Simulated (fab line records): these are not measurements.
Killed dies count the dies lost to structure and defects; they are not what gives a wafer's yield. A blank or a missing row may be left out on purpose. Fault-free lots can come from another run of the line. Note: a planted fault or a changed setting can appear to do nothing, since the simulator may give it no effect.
fab line records	flow gf180mcu
[record] lots = 5	wafers = 23
route steps=602 shown V3@452 M4@456 V4@485 MIM@505 M5@536 V5@562 TOP_METAL@569
start_h: start of the lot's first displayed wafer, in hours after the record's first day	wait_h: how many hours have passed since the lot's step before this one	" as in the row above	L1.1+2: a single row standing in for several wafers	- value missing, or start not given	* or withheld: withheld	< > ~ a bound
route shown NAME@n: NAME is a module with steps in the file, n the number in the route of the first one	usual: average and standard deviation across the fault-free wafers	same: alike in all rows	chamber/n: place in a boat	sites: per-site readings	_std_site: standard deviation across them	_edge_site: outer sites' mean less inner sites'	radius_mm: for every site, how far away it sits from the centre of the wafer	mask NAME#n: copy n	behind: the last tool/chamber to shape the wafer	hold: why the lot was held/for how many hours/how that ended	device: which transistor (n, p or np) failed to switch	end of line: the same wafers' tests at the end of the route	a step given without rows: its recipe and nothing more	killed: the dies lost at the first sort to structure and to defects; this is not the yield of the wafer	map: dies across one wafer; x = killed, . = not, _ = none there
set.NAME: the run value of the setting; set.NAME@STEP: its run value at that earlier step	model.NAME: the simulator's own value behind a step, which no gauge read
lots whose settings were changed on purpose; a table a step, a row a wafer
[[steps]]
[step GF_V3_CVD_23]
[recipe] material = W	target_thk_nm = 350	time_s = 104.9	temp_c = 400	pressure_torr = 40
lot.wafer	tool	chamber	start_h	wait_h	set.temp_c
L076.1+2+3	cvd_w-01	0,1,1	539.50	0.0	400
L076.5+6	"	1,0	"	"	390.3
L078.1+3+6	cvd_w-01	1,0,1	556.67	0.0	411.3
L078.2+4	"	0,1	"	"	400
L081.1+4	cvd_w-01	1,0	572.97	0.0	400
L081.2+3+6	"	0,1,0	"	"	406.4
L080.1+3+5	cvd_w-01	0,1,1	573.29	0.0	400
L085.1+5+6	cvd_w-01	0,0,1	610.15	0.0	405.9
L085.2+3	"	1	"	"	400
[step GF_V3_RS_MEAS_24]
[recipe] thk_meas_gauge = four-point-probe	reads = W_of_V3_CVD_23+TiN_of_V3_SPUTTER_22+Ti_of_V3_SPUTTER_21
[usual] V3_W_RS = 0.332/0.0037
lot.wafer	tool	chamber	start_h	wait_h	set.temp_c@V3_CVD_23	V3_W_RS[ohm/sq]
L076.1	film_metro-03	-	539.61	0.1	400	0.335
L076.2	"	-	"	"	400	0.335
L076.3	"	-	"	"	400	0.339
L076.5	"	-	"	"	390.3	0.402
L076.6	"	-	"	"	390.3	0.397
L078.1	film_metro-03	-	556.78	0.1	411.3	0.271
L078.2	"	-	"	"	400	0.334
L078.3	"	-	"	"	411.3	0.272
L078.4	"	-	"	"	400	0.334
L078.6	"	-	"	"	411.3	0.273
L081.1	film_metro-03	-	573.09	0.1	400	0.335
L081.2	"	-	"	"	406.4	0.298
L081.3	"	-	"	"	406.4	0.295
L081.4	"	-	"	"	400	0.335
L081.6	"	-	"	"	406.4	0.297
L080.1	film_metro-03	-	573.41	0.1	400	0.333
L080.3	"	-	"	"	400	0.336
L080.5	"	-	"	"	400	0.338
L085.1	film_metro-04	-	610.26	0.1	405.9	0.299
L085.2	"	-	"	"	400	0.335
L085.3	"	-	"	"	400	0.332
L085.5	"	-	"	"	405.9	0.301
L085.6	"	-	"	"	405.9	0.299
[step GF_M4_SPUTTER_00]
[recipe] material = Ti	target_thk_nm = 37.5	arriving_ion_energy_ev = 80	substrate_temp_c = 200	chamber_pressure_pa = 2	power_w = 4000	time_s = 150
lot.wafer	tool	chamber	start_h	wait_h	set.time_s	model.Ti_of_M4_SPUTTER_00.thk_nm
L076.1	pvd_sputter-01	-	540.09	0.1	150	37.4
L076.2	"	-	"	"	150	37.65
L076.3	"	-	"	"	156.1	38.91
L076.5	"	-	"	"	156.1	39.32
L076.6	"	-	"	"	150	37.02
L078.1	pvd_sputter-01	-	557.26	0.1	150	37.95
L078.2	"	-	"	"	172.3	43.37
L078.3	"	-	"	"	172.3	43.12
L078.4	"	-	"	"	150	37.82
L078.6	"	-	"	"	150	37.59
L081.1	pvd_sputter-01	-	573.57	0.2	167.4	41.79
L081.2	"	-	"	"	167.4	42.1
L081.3	"	-	"	"	167.4	41.36
L081.4	"	-	"	"	150	37.81
L081.6	"	-	"	"	150	37.77
L080.1	pvd_sputter-01	-	574.17	0.1	150	36.61
L080.3	"	-	"	"	150	37.26
L080.5	"	-	"	"	150	36.96
L085.1	pvd_sputter-03	-	610.74	0.2	165.5	41.25
L085.2	"	-	"	"	165.5	40.97
L085.3	"	-	"	"	150	37.45
L085.5	"	-	"	"	150	37.15
L085.6	"	-	"	"	150	37.16
[step GF_M4_METAL_ETCH_16]
[recipe] chemistry = Cl2/BCl3	mask_material = KrF	target_depth_nm = 627.5	stop_on = SiO2	pressure_mtorr = 8	icp_w = 800	bias_w = 140	Cl2_flow_sccm = 80	bcl3_flow_sccm = 40	time_s = 104.6
lot.wafer	tool	chamber	start_h	wait_h	set.time_s
L076.1+5+6	rie_metal-02	0	562.87	0.0	104.6
L076.2+3	"	0	"	"	100.6
L078.1+4	rie_metal-01	0	578.22	0.0	104.6
L078.2+3+6	"	1	"	"	111.1
L081.1+6	rie_metal-01	0	595.07	0.0	97.81
L081.2+3+4	"	0	"	"	104.6
L080.1+3+5	rie_metal-02	0,0,1	596.01	0.0	104.6
L085.1+2+5	rie_metal-01	0,1,0	631.26	0.0	110.3
L085.3+6	"	1	"	"	104.6
[step GF_M4_STRIP_17]
[recipe] chemistry = O2/N2	power_w = 1400	pressure_mtorr = 1500	platen_temp_c = 250	o2_flow_sccm = 3000	n2_flow_sccm = 300	overash_fraction = 0.5
[usual] strip_time_to_endpoint_s = 7.89/0.056
lot.wafer	tool	chamber	start_h	wait_h	set.time_s@M4_METAL_ETCH_16	strip_time_to_endpoint_s
L076.1	plasma_asher-04	0	563.10	0.2	104.6	7.88
L076.2	"	1	"	"	100.6	8.00
L076.3	"	0	"	"	100.6	8.03
L076.5	"	1	"	"	104.6	7.91
L076.6	"	0	"	"	104.6	7.95
L078.1	plasma_asher-04	1	578.34	0.1	104.6	7.89
L078.2	"	0	"	"	111.1	7.77
L078.3	"	0	"	"	111.1	7.77
L078.4	"	1	"	"	104.6	7.93
L078.6	"	1	"	"	111.1	7.74
L081.1	plasma_asher-04	0	595.30	0.2	97.81	8.07
L081.2	"	1	"	"	104.6	7.96
L081.3	"	1	"	"	104.6	7.92
L081.4	"	0	"	"	104.6	7.90
L081.6	"	1	"	"	97.81	8.11
L080.1	plasma_asher-03	0	596.12	0.1	104.6	7.87
L080.3	"	0	"	"	104.6	7.87
L080.5	"	1	"	"	104.6	7.80
L085.1	plasma_asher-04	0	631.37	0.1	110.3	7.80
L085.2	"	1	"	"	110.3	7.70
L085.3	"	1	"	"	104.6	7.84
L085.5	"	1	"	"	110.3	7.84
L085.6	"	0	"	"	104.6	7.83
[step GF_V4_COAT_09]
[recipe] resist = KrF	spin_rpm = withheld	resist_thk_nm = 1000
lot.wafer	tool	chamber	start_h	wait_h	set.resist_thk_nm	model.KrF_of_V4_COAT_09.thk_nm
L076.1	litho_track-01	0	-	-	1049	1048
L076.2	"	0	"	"	1049	1049
L076.3	"	0	"	"	1000	999
L076.5	"	0	"	"	1000	998.8
L076.6	"	0	"	"	1000	1000
L078.1+3	litho_track-01	0	-	-	1000	1003
L078.2	"	0	"	"	1000	1004
L078.4	"	0	"	"	962.1	966.6
L078.6	"	0	"	"	962.1	961.1
L081.1	litho_track-01	0	-	-	1000	999.9
L081.2	"	0	"	"	1000	1001
L081.3	"	0	"	"	1000	999.2
L081.4	"	0	"	"	1000	1004
L081.6	"	0	"	"	1000	1007
L080.1	litho_track-03	0	-	-	1000	1001
L080.3	"	0	"	"	1000	999.7
L080.5	"	0	"	"	1000	1002
L085.1+2	litho_track-03	0	-	-	1000	1002
L085.3	"	0	"	"	1000	1001
L085.5	"	0	"	"	1031	1032
L085.6	"	0	"	"	1031	1034
[step GF_V4_SPUTTER_21]
[recipe] material = Ti	target_thk_nm = 15	chamber_pressure_pa = 5	power_w = 2500	substrate_temp_c = 200	time_s = 80.02
lot.wafer	tool	chamber	start_h	wait_h	set.time_s	model.Ti_of_V4_SPUTTER_21.thk_nm
L076.1	pvd_sputter-03	-	586.10	0.0	85.53	16.05
L076.2	"	-	"	"	85.53	16.09
L076.3	"	-	"	"	80.02	14.63
L076.5	"	-	"	"	85.53	16.01
L076.6	"	-	"	"	80.02	15.17
L078.1	pvd_sputter-03	-	600.82	0.0	80.02	14.93
L078.2	"	-	"	"	80.02	14.6
L078.3	"	-	"	"	80.02	15.02
L078.4	"	-	"	"	80.02	15.2
L078.6	"	-	"	"	80.02	15
L080.1	pvd_sputter-03	-	617.81	0.0	80.02	15.19
L080.3	"	-	"	"	80.02	14.82
L080.5	"	-	"	"	80.02	14.93
L081.1	pvd_sputter-02	-	617.87	0.0	69.81	13.1
L081.2	"	-	"	"	80.02	15.11
L081.3	"	-	"	"	69.81	13.25
L081.4	"	-	"	"	80.02	15
L081.6	"	-	"	"	80.02	15.07
L085.1	pvd_sputter-01	-	652.54	0.0	90.6	17.27
L085.2	"	-	"	"	80.02	15.16
L085.3	"	-	"	"	80.02	15.24
L085.5	"	-	"	"	90.6	17.14
L085.6	"	-	"	"	90.6	17.34
[step GF_MIM_SPUTTER_02]
[recipe] material = AlCu	target_thk_nm = 450	power_w = 10600	time_s = 23.9	chamber_pressure_pa = 0.4
lot.wafer	tool	chamber	start_h	wait_h	set.time_s	model.AlCu_of_MIM_SPUTTER_02.thk_nm
L076.1	pvd_sputter-02	-	586.93	0.0	26.99	515.7
L076.2	"	-	"	"	23.9	452.9
L076.3	"	-	"	"	26.99	513.9
L076.5	"	-	"	"	23.9	450.9
L076.6	"	-	"	"	26.99	516.3
L078.1	pvd_sputter-01	-	601.64	0.0	23.9	460.3
L078.2	"	-	"	"	23.9	453.6
L078.3	"	-	"	"	23.9	456.5
L078.4	"	-	"	"	23.9	443.9
L078.6	"	-	"	"	23.9	447.1
L080.1	pvd_sputter-02	-	618.64	0.0	23.9	456.4
L080.3	"	-	"	"	23.9	454.6
L080.5	"	-	"	"	23.9	452.7
L081.1	pvd_sputter-01	-	618.69	0.0	23.9	448.6
L081.2	"	-	"	"	23.9	440.6
L081.3	"	-	"	"	23.9	449.4
L081.4	"	-	"	"	23.9	453.2
L081.6	"	-	"	"	23.9	445.2
L085.1	pvd_sputter-02	-	653.37	0.0	22.04	421.4
L085.2	"	-	"	"	23.9	454.7
L085.3	"	-	"	"	22.04	418.1
L085.5	"	-	"	"	23.9	456.4
L085.6	"	-	"	"	22.04	422.5
[step GF_MIM_SPUTTER_08]
[recipe] material = AlCu	target_thk_nm = 200	power_w = 10600	time_s = 10.6	chamber_pressure_pa = 0.4
lot.wafer	tool	chamber	start_h	wait_h	set.power_w	model.AlCu_of_MIM_SPUTTER_08.thk_nm
L076.1	pvd_sputter-04	-	587.15	0.0	10600	199
L076.2	"	-	"	"	11860	221.2
L076.3	"	-	"	"	11860	225.8
L076.5	"	-	"	"	10600	198.2
L076.6	"	-	"	"	11860	222.9
L078.1	pvd_sputter-04	-	601.87	0.0	11380	211.9
L078.2	"	-	"	"	10600	197.4
L078.3	"	-	"	"	11380	210.1
L078.4	"	-	"	"	11380	212.1
L078.6	"	-	"	"	10600	198.6
L080.1	pvd_sputter-01	-	618.87	0.0	10600	200.7
L080.3	"	-	"	"	10600	201.2
L080.5	"	-	"	"	10600	199.7
L081.1	pvd_sputter-01	-	618.97	0.0	10600	201.1
L081.2	"	-	"	"	10190	192.7
L081.3	"	-	"	"	10190	193.5
L081.4	"	-	"	"	10600	199.4
L081.6	"	-	"	"	10600	201.5
L085.1	pvd_sputter-01	-	653.59	0.0	10600	202.2
L085.2	"	-	"	"	9959	191
L085.3	"	-	"	"	10600	202
L085.5	"	-	"	"	10600	201.9
L085.6	"	-	"	"	9959	191.2
[step GF_MIM_SPUTTER_09]
[recipe] material = TiN	target_thk_nm = 35	power_w = 6500	time_s = 29.2	chamber_pressure_pa = 0.4
[step GF_MIM_RS_MEAS_10]
[recipe] thk_meas_gauge = four-point-probe	reads = TiN_of_MIM_SPUTTER_09+AlCu_of_MIM_SPUTTER_08+TiN_of_MIM_SPUTTER_07
[usual] MIM_ALCU_RS = 0.1598/0.0016
lot.wafer	tool	chamber	start_h	wait_h	set.power_w@MIM_SPUTTER_08	MIM_ALCU_RS[ohm/sq]
L076.1	film_metro-01	-	587.21	0.0	10600	0.1611
L076.2	"	-	"	"	11860	0.1441
L076.3	"	-	"	"	11860	0.1413
L076.5	"	-	"	"	10600	0.1619
L076.6	"	-	"	"	11860	0.1433
L078.1	film_metro-03	-	601.92	0.0	11380	0.1505
L078.2	"	-	"	"	10600	0.1626
L078.3	"	-	"	"	11380	0.1521
L078.4	"	-	"	"	11380	0.1508
L078.6	"	-	"	"	10600	0.1615
L080.1	film_metro-01	-	618.92	0.0	10600	0.1596
L080.3	"	-	"	"	10600	0.1596
L080.5	"	-	"	"	10600	0.1604
L081.1	film_metro-03	-	619.02	0.0	10600	0.1590
L081.2	"	-	"	"	10190	0.1661
L081.3	"	-	"	"	10190	0.1655
L081.4	"	-	"	"	10600	0.1609
L081.6	"	-	"	"	10600	0.1590
L085.1	film_metro-02	-	653.65	0.0	10600	0.1585
L085.2	"	-	"	"	9959	0.1683
L085.3	"	-	"	"	10600	0.1585
L085.5	"	-	"	"	10600	0.1584
L085.6	"	-	"	"	9959	0.1678
[step GF_MIM_THK_MEAS_11]
[recipe] thk_meas_gauge = xrf	reads = AlCu_of_MIM_SPUTTER_08
[usual] MIM_ALCU_THK = 200.8/2.2
lot.wafer	tool	chamber	start_h	wait_h	set.power_w@MIM_SPUTTER_08	MIM_ALCU_THK[nm]
L076.1	film_metro-01	-	587.33	0.1	10600	199.1
L076.2	"	-	"	"	11860	219.8
L076.3	"	-	"	"	11860	224.0
L076.5	"	-	"	"	10600	197.6
L076.6	"	-	"	"	11860	222.3
L078.1	film_metro-03	-	602.04	0.1	11380	212.8
L078.2	"	-	"	"	10600	199.5
L078.3	"	-	"	"	11380	211.7
L078.4	"	-	"	"	11380	214.4
L078.6	"	-	"	"	10600	200.0
L080.1	film_metro-01	-	619.04	0.1	10600	199.4
L080.3	"	-	"	"	10600	201.6
L080.5	"	-	"	"	10600	198.5
L081.1	film_metro-03	-	619.14	0.1	10600	203.0
L081.2	"	-	"	"	10190	193.8
L081.3	"	-	"	"	10190	194.7
L081.4	"	-	"	"	10600	200.1
L081.6	"	-	"	"	10600	203.3
L085.1	film_metro-02	-	653.77	0.1	10600	203.4
L085.2	"	-	"	"	9959	193.2
L085.3	"	-	"	"	10600	202.9
L085.5	"	-	"	"	10600	202.7
L085.6	"	-	"	"	9959	192.7
[step GF_MIM_METAL_ETCH_19]
[recipe] chemistry = Cl2/BCl3	mask_material = NOVOLAK	stop_on = Si3N4	target_depth_nm = 324.5	pressure_mtorr = 8	icp_w = 800	bias_w = 140	Cl2_flow_sccm = 80	bcl3_flow_sccm = 40	time_s = 54.1
[usual] oes_product_au = 0.943/0.006
lot.wafer	tool	chamber	start_h	wait_h	set.time_s	set.power_w@MIM_SPUTTER_08	oes_product_au
L076.1	rie_metal-02	0	607.97	0.1	54.1	10600	0.945
L076.2	"	1	"	"	54.1	11860	0.984
L076.3	"	1	"	"	54.1	11860	0.988
L076.5	"	0	"	"	54.1	10600	0.935
L076.6	"	1	"	"	54.1	11860	0.981
L078.1	rie_metal-02	1	621.80	0.1	54.1	11380	0.963
L078.2	"	0	"	"	54.1	10600	0.925
L078.3	"	1	"	"	54.1	11380	0.959
L078.4	"	0	"	"	54.1	11380	0.968
L078.6	"	1	"	"	54.1	10600	0.946
L080.1	rie_metal-02	1	638.09	0.1	54.1	10600	0.939
L080.3	"	0	"	"	54.1	10600	0.939
L080.5	"	1	"	"	54.1	10600	0.936
L081.1	rie_metal-04	1	638.39	0.1	54.1	10600	0.935
L081.2	"	1	"	"	54.1	10190	0.935
L081.3	"	1	"	"	56.64	10190	0.922
L081.4	"	1	"	"	56.64	10600	0.939
L081.6	"	1	"	"	56.64	10600	0.946
L085.1	rie_metal-02	0	673.00	0.1	57.37	10600	0.931
L085.2	"	1	"	"	57.37	9959	0.910
L085.3	"	1	"	"	54.1	10600	0.941
L085.5	"	1	"	"	57.37	10600	0.931
L085.6	"	0	"	"	54.1	9959	0.927
[step GF_M5_METAL_ETCH_10]
[recipe] chemistry = Cl2/BCl3	mask_material = KrF	target_depth_nm = 627.5	stop_on = SiO2	pressure_mtorr = 8	icp_w = 800	bias_w = 140	Cl2_flow_sccm = 80	bcl3_flow_sccm = 40	time_s = 104.6
[usual] oes_product_au = 0.972/0.0069
lot.wafer	tool	chamber	start_h	wait_h	set.icp_w	set.time_s@MIM_SPUTTER_02	oes_product_au
L076.1	rie_metal-01	1	627.63	0.0	800	26.99	1.013
L076.2	"	0	"	"	800	23.9	0.970
L076.3	"	1	"	"	800	26.99	1.018
L076.5	"	1	"	"	800	23.9	0.972
L076.6	"	0	"	"	800	26.99	0.989
L078.1	rie_metal-01	1	642.20	0.0	800	23.9	0.979
L078.2	"	0	"	"	800	23.9	0.970
L078.3	"	0	"	"	885.6	23.9	0.976
L078.4	"	1	"	"	800	23.9	0.966
L078.6	"	1	"	"	885.6	23.9	0.971
L080.1	rie_metal-01	1	658.24	0.0	800	23.9	0.976
L080.3	"	0	"	"	800	23.9	0.982
L080.5	"	1	"	"	800	23.9	0.973
L081.1	rie_metal-03	0	658.59	0.0	773.9	23.9	0.961
L081.2	"	0	"	"	800	23.9	0.957
L081.3	"	0	"	"	773.9	23.9	0.959
L081.4	"	0	"	"	800	23.9	0.972
L081.6	"	0	"	"	773.9	23.9	0.958
L085.1	rie_metal-04	0	692.49	0.0	750.3	22.04	0.946
L085.2	"	1	"	"	800	23.9	0.977
L085.3	"	0	"	"	750.3	22.04	0.938
L085.5	"	1	"	"	800	23.9	0.974
L085.6	"	0	"	"	800	22.04	0.945
[step GF_V5_SPUTTER_22]
[recipe] material = TiN	target_thk_nm = 10	chamber_pressure_pa = 5	power_w = 4000	time_s = 40
lot.wafer	tool	chamber	start_h	wait_h	set.power_w	model.TiN_of_V5_SPUTTER_22.thk_nm
L076.1	pvd_sputter-03	-	649.52	0.0	4000	10.03
L076.2	"	-	"	"	4000	10.09
L076.3	"	-	"	"	4000	10.18
L076.5	"	-	"	"	3834	9.7
L076.6	"	-	"	"	3834	9.665
L078.1	pvd_sputter-02	-	664.15	0.0	4000	9.781
L078.2	"	-	"	"	4465	10.97
L078.3	"	-	"	"	4465	10.83
L078.4	"	-	"	"	4465	10.98
L078.6	"	-	"	"	4000	9.771
L080.1	pvd_sputter-03	-	679.74	0.0	4000	9.795
L080.3	"	-	"	"	4000	9.972
L080.5	"	-	"	"	4000	9.976
L081.1	pvd_sputter-04	-	679.88	0.0	4000	10.41
L081.2	"	-	"	"	4000	10.42
L081.3	"	-	"	"	4000	10.57
L081.4	"	-	"	"	4000	10.36
L081.6	"	-	"	"	4000	10.52
L085.1	pvd_sputter-02	-	713.32	0.0	4000	10.03
L085.2	"	-	"	"	4000	9.924
L085.3	"	-	"	"	4000	9.993
L085.5	"	-	"	"	4000	9.998
L085.6	"	-	"	"	4000	9.9
[step GF_TOP_METAL_SPUTTER_02]
[recipe] material = AlCu	target_thk_nm = 900	power_w = 10600	chamber_pressure_pa = 0.3	substrate_temp_c = 250	gas = Ar	time_s = 47.82
lot.wafer	tool	chamber	start_h	wait_h	set.time_s	model.AlCu_of_TOP_METAL_SPUTTER_02.thk_nm
L076.1	pvd_sputter-04	-	650.28	0.0	47.82	923.8
L076.2	"	-	"	"	47.82	914
L076.3	"	-	"	"	42.64	823.1
L076.5	"	-	"	"	42.64	815.7
L076.6	"	-	"	"	47.82	929.1
L078.1	pvd_sputter-03	-	664.91	0.0	47.82	909
L078.2	"	-	"	"	47.82	902.2
L078.3	"	-	"	"	47.82	897.3
L078.4	"	-	"	"	47.82	904.3
L078.6	"	-	"	"	47.82	907.4
L080.1	pvd_sputter-03	-	680.50	0.0	47.82	888.1
L080.3	"	-	"	"	47.82	889.7
L080.5	"	-	"	"	47.82	892.3
L081.1	pvd_sputter-04	-	680.70	0.0	50.8	971.7
L081.2	"	-	"	"	50.8	980
L081.3	"	-	"	"	47.82	908.1
L081.4	"	-	"	"	47.82	924.1
L081.6	"	-	"	"	47.82	922.6
L085.1	pvd_sputter-03	-	714.08	0.0	49.86	921.1
L085.2	"	-	"	"	49.86	920.9
L085.3	"	-	"	"	47.82	893.1
L085.5	"	-	"	"	47.82	883.5
L085.6	"	-	"	"	47.82	885
[step GF_TOP_METAL_SPUTTER_03]
[recipe] material = Ti	target_thk_nm = 5	substrate_temp_c = 300	chamber_pressure_pa = 0.3	power_w = 3000	time_s = 3.3
[step GF_TOP_METAL_SPUTTER_04]
[recipe] material = TiN	target_thk_nm = 25	power_w = 6500	time_s = 20.8	chamber_pressure_pa = 0.4
[step GF_TOP_METAL_RS_MEAS_05]
[recipe] thk_meas_gauge = four-point-probe	reads = TiN_of_TOP_METAL_SPUTTER_04+Ti_of_TOP_METAL_SPUTTER_03+AlCu_of_TOP_METAL_SPUTTER_02+TiN_of_TOP_METAL_SPUTTER_01+Ti_of_TOP_METAL_SPUTTER_00
[usual] TOP_METAL_ALCU_RS = 0.0325/0.00042
lot.wafer	tool	chamber	start_h	wait_h	set.time_s@TOP_METAL_SPUTTER_02	TOP_METAL_ALCU_RS[ohm/sq]
L076.1	film_metro-04	-	650.37	0.0	47.82	0.0318
L076.2	"	-	"	"	47.82	0.0322
L076.3	"	-	"	"	42.64	0.0358
L076.5	"	-	"	"	42.64	0.0361
L076.6	"	-	"	"	47.82	0.0317
L078.1	film_metro-02	-	665.00	0.0	47.82	0.0324
L078.2	"	-	"	"	47.82	0.0327
L078.3	"	-	"	"	47.82	0.0328
L078.4	"	-	"	"	47.82	0.0325
L078.6	"	-	"	"	47.82	0.0325
L080.1	film_metro-04	-	680.59	0.0	47.82	0.0332
L080.3	"	-	"	"	47.82	0.0330
L080.5	"	-	"	"	47.82	0.0330
L081.1	film_metro-04	-	680.79	0.0	50.8	0.0304
L081.2	"	-	"	"	50.8	0.0300
L081.3	"	-	"	"	47.82	0.0324
L081.4	"	-	"	"	47.82	0.0319
L081.6	"	-	"	"	47.82	0.0318
L085.1	film_metro-03	-	714.17	0.0	49.86	0.0320
L085.2	"	-	"	"	49.86	0.0320
L085.3	"	-	"	"	47.82	0.0329
L085.5	"	-	"	"	47.82	0.0333
L085.6	"	-	"	"	47.82	0.0332
[step GF_TOP_METAL_THK_MEAS_06]
[recipe] thk_meas_gauge = xrf	reads = AlCu_of_TOP_METAL_SPUTTER_02
[usual] TOP_METAL_ALCU_THK = 909/11
lot.wafer	tool	chamber	start_h	wait_h	set.time_s@TOP_METAL_SPUTTER_02	TOP_METAL_ALCU_THK[nm]
L076.1	film_metro-04	-	650.49	0.1	47.82	928
L076.2	"	-	"	"	47.82	916
L076.3	"	-	"	"	42.64	825
L076.5	"	-	"	"	42.64	813
L076.6	"	-	"	"	47.82	929
L078.1	film_metro-02	-	665.12	0.1	47.82	916
L078.2	"	-	"	"	47.82	911
L078.3	"	-	"	"	47.82	899
L078.4	"	-	"	"	47.82	912
L078.6	"	-	"	"	47.82	919
L080.1	film_metro-04	-	680.71	0.1	47.82	889
L080.3	"	-	"	"	47.82	888
L080.5	"	-	"	"	47.82	890
L081.1	film_metro-04	-	680.91	0.1	50.8	973
L081.2	"	-	"	"	50.8	980
L081.3	"	-	"	"	47.82	908
L081.4	"	-	"	"	47.82	920
L081.6	"	-	"	"	47.82	925
L085.1	film_metro-03	-	714.29	0.1	49.86	926
L085.2	"	-	"	"	49.86	927
L085.3	"	-	"	"	47.82	904
L085.5	"	-	"	"	47.82	889
L085.6	"	-	"	"	47.82	890
[[key]]
[split] step = GF_V3_CVD_23	setting = temp_c	stated = 400	by = wafer
[response] step = GF_V3_RS_MEAS_24	reading = V3_W_RS	change = -0.0237	per = 1%	r = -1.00
[split] step = GF_M4_SPUTTER_00	setting = time_s	stated = 150	by = wafer
[response] step = GF_M4_SPUTTER_00	reading = model.Ti_of_M4_SPUTTER_00.thk_nm	change = +0.363	per = 1%	r = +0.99
[split] step = GF_M4_METAL_ETCH_16	setting = time_s	stated = 104.6	by = wafer
[response] step = GF_M4_STRIP_17	reading = strip_time_to_endpoint_s	change = *	per = 1%	r = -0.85
[split] step = GF_V4_COAT_09	setting = resist_thk_nm	stated = 1000	by = wafer
[response] step = GF_V4_COAT_09	reading = model.KrF_of_V4_COAT_09.thk_nm	change = +10.2	per = 1%	r = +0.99
[split] step = GF_V4_SPUTTER_21	setting = time_s	stated = 80.02	by = wafer
[response] step = GF_V4_SPUTTER_21	reading = model.Ti_of_V4_SPUTTER_21.thk_nm	change = +0.153	per = 1%	r = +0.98
[split] step = GF_MIM_SPUTTER_02	setting = time_s	stated = 23.9	by = wafer
[response] step = GF_MIM_SPUTTER_02	reading = model.AlCu_of_MIM_SPUTTER_02.thk_nm	change = +4.79	per = 1%	r = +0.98
[response] step = GF_M5_METAL_ETCH_10	reading = oes_product_au	change = +0.00315	per = 1%	r = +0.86
[split] step = GF_MIM_SPUTTER_08	setting = power_w	stated = 10600	by = wafer
[response] step = GF_MIM_SPUTTER_08	reading = model.AlCu_of_MIM_SPUTTER_08.thk_nm	change = +1.97	per = 1%	r = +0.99
[response] step = GF_MIM_RS_MEAS_10	reading = MIM_ALCU_RS	change = -0.00155	per = 1%	r = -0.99
[response] step = GF_MIM_THK_MEAS_11	reading = MIM_ALCU_THK	change = +1.9	per = 1%	r = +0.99
[response] step = GF_MIM_METAL_ETCH_19	reading = oes_product_au	change = +0.00353	per = 1%	r = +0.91
[split] step = GF_MIM_METAL_ETCH_19	setting = time_s	stated = 54.1	by = wafer
response none clear
[split] step = GF_M5_METAL_ETCH_10	setting = icp_w	stated = 800	by = wafer
response none clear
[split] step = GF_V5_SPUTTER_22	setting = power_w	stated = 4000	by = wafer
[response] step = GF_V5_SPUTTER_22	reading = model.TiN_of_V5_SPUTTER_22.thk_nm	change = +0.0993	per = 1%	r = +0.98
[split] step = GF_TOP_METAL_SPUTTER_02	setting = time_s	stated = 47.82	by = wafer
[response] step = GF_TOP_METAL_SPUTTER_02	reading = model.AlCu_of_TOP_METAL_SPUTTER_02.thk_nm	change = +9.27	per = 1%	r = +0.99
[response] step = GF_TOP_METAL_RS_MEAS_05	reading = TOP_METAL_ALCU_RS	change = -0.000345	per = 1%	r = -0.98
[response] step = GF_TOP_METAL_THK_MEAS_06	reading = TOP_METAL_ALCU_THK	change = +9.45	per = 1%	r = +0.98
